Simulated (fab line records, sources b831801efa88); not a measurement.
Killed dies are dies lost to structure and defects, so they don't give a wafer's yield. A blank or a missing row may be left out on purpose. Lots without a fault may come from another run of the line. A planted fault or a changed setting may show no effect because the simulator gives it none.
Which tool did it? | flow gf180mcu | 24 lots, 72 wafers sampled, at 2 steps of a route of 602

WHAT THE GAUGES READ, wafer by wafer
GF_M4_THK_MEAS_06: measures by xrf. Usual: M4_ALCU_THK 460 nm, standard deviation 7.
lot  | measured     | on            | M4_ALCU_THK (nm) | flag
L074 | day 22 10:22 | film_metro-01 | 454 456 462      |
L075 | day 22 17:22 | film_metro-01 | 461 470 467      |
L076 | day 23 00:07 | film_metro-02 | 469 475 468      |
L077 | day 23 14:46 | film_metro-02 | 466 469 461      |
L078 | day 23 18:46 | film_metro-04 | 457 456 452      |
L079 | day 24 08:14 | film_metro-04 | 451 450 446      |
L080 | day 24 19:15 | film_metro-02 | 465 460 463      |
L081 | day 25 02:28 | film_metro-02 | 451 449 460      |
L082 | day 25 07:11 | film_metro-02 | 464 462 456      |
L083 | day 25 18:44 | film_metro-01 | 470 465 466      |
L084 | day 25 23:41 | film_metro-01 | 465 469 465      |
L085 | day 26 01:37 | film_metro-02 | 470 462 461      |
L086 | day 26 15:52 | film_metro-04 | 461 466 468      |
L087 | day 26 22:35 | film_metro-04 | 465 451 453      |
L088 | day 27 14:44 | film_metro-02 | 457 450 452      |
L089 | day 27 16:32 | film_metro-01 | 451 457 463      |
L090 | day 27 16:45 | film_metro-02 | 456 455 457      |
L091 | day 28 11:33 | film_metro-02 | 448 460 451      |
L092 | day 28 17:31 | film_metro-02 | 459 456 461      |
L093 | day 29 05:50 | film_metro-02 | 452 449 451      |
L094 | day 29 07:08 | film_metro-02 | 448 461 464      |
L095 | day 29 11:26 | film_metro-04 | 475 474 476      |
L096 | day 29 21:13 | film_metro-04 | 454 452 454      |
L097 | day 29 23:04 | film_metro-02 | 467 461 461      |

GF_V4_CD_MEAS_14: target cd 260 nm. Usual: cd_nm 259.8 nm, standard deviation 1.2.
lot  | measured     | on        | cd_nm (nm)        | flag
L074 | day 24 08:19 | cd_sem-02 | 258.3 256.2 256.2 |
L075 | day 24 16:17 | cd_sem-01 | 259.5 259.1 259.4 |
L076 | day 24 22:34 | cd_sem-02 | 260.0 260.7 259.4 |
L077 | day 25 11:20 | cd_sem-01 | 260.9 260.0 259.0 |
L078 | day 25 16:32 | cd_sem-01 | 260.1 260.7 259.9 |
L079 | day 26 04:24 | cd_sem-01 | 258.3 259.1 257.3 |
L080 | day 26 15:16 | cd_sem-01 | 260.4 259.2 258.7 |
L081 | day 26 22:19 | cd_sem-01 | 257.5 258.7 259.5 |
L082 | day 27 01:32 | cd_sem-01 | 259.4 258.3 258.2 |
L083 | day 27 13:07 | cd_sem-01 | 260.9 261.1 260.6 |
L084 | day 27 18:22 | cd_sem-02 | 260.6 260.6 259.6 |
L085 | day 27 19:38 | cd_sem-02 | 260.4 262.4 261.6 |
L086 | day 28 07:58 | cd_sem-01 | 260.7 260.2 260.2 |
L087 | day 28 15:01 | cd_sem-01 | 259.4 261.0 259.9 |
L088 | day 29 06:38 | cd_sem-01 | 259.7 261.0 262.1 |
L089 | day 29 08:26 | cd_sem-02 | 261.3 260.2 260.3 |
L090 | day 29 09:31 | cd_sem-01 | 260.4 259.5 258.8 |
L091 | day 30 02:40 | cd_sem-01 | 260.3 260.0 260.6 |
L092 | day 30 09:04 | cd_sem-01 | 259.9 259.4 261.3 |
L093 | day 30 19:58 | cd_sem-01 | 258.9 259.3 258.8 |
L094 | day 30 21:25 | cd_sem-01 | 261.3 261.2 260.1 |
L095 | day 31 00:56 | cd_sem-01 | 258.8 258.5 260.1 |
L096 | day 31 10:23 | cd_sem-01 | 260.0 259.1 258.9 |
L097 | day 31 12:32 | cd_sem-01 | 260.1 259.4 260.0 |

WHICH TOOL RAN EACH LOT (tool, then ch and the chambers of the sampled wafers, then the start)
The record holds no process step before these readings.

WHAT THE TOOLS THEMSELVES READ (means of the sampled wafers that have a number; where no wafer has one, the mark that the record gives instead)
The record holds no such reading with a usual standard deviation.

THE ANSWER, worked out from the rows above alone
Rule: a lot is off if the mean of its wafers that have a number lies more than 3 standard deviations from the usual mean. A lot without any number at a reading at which 4 lots or more have one is off too. The other lots that the step has rows for count as sound. The gauges are gone through in route order, then the tools' own readings, and for those a lot's mean is taken as printed above. The first step at which some lot is off is used, and at that step the reading that is off furthest; a lot without a number counts as furthest.
No lot is off at any reading shown: from this, nothing can be told.

WHAT THE SIMULATOR HAD PUT IN
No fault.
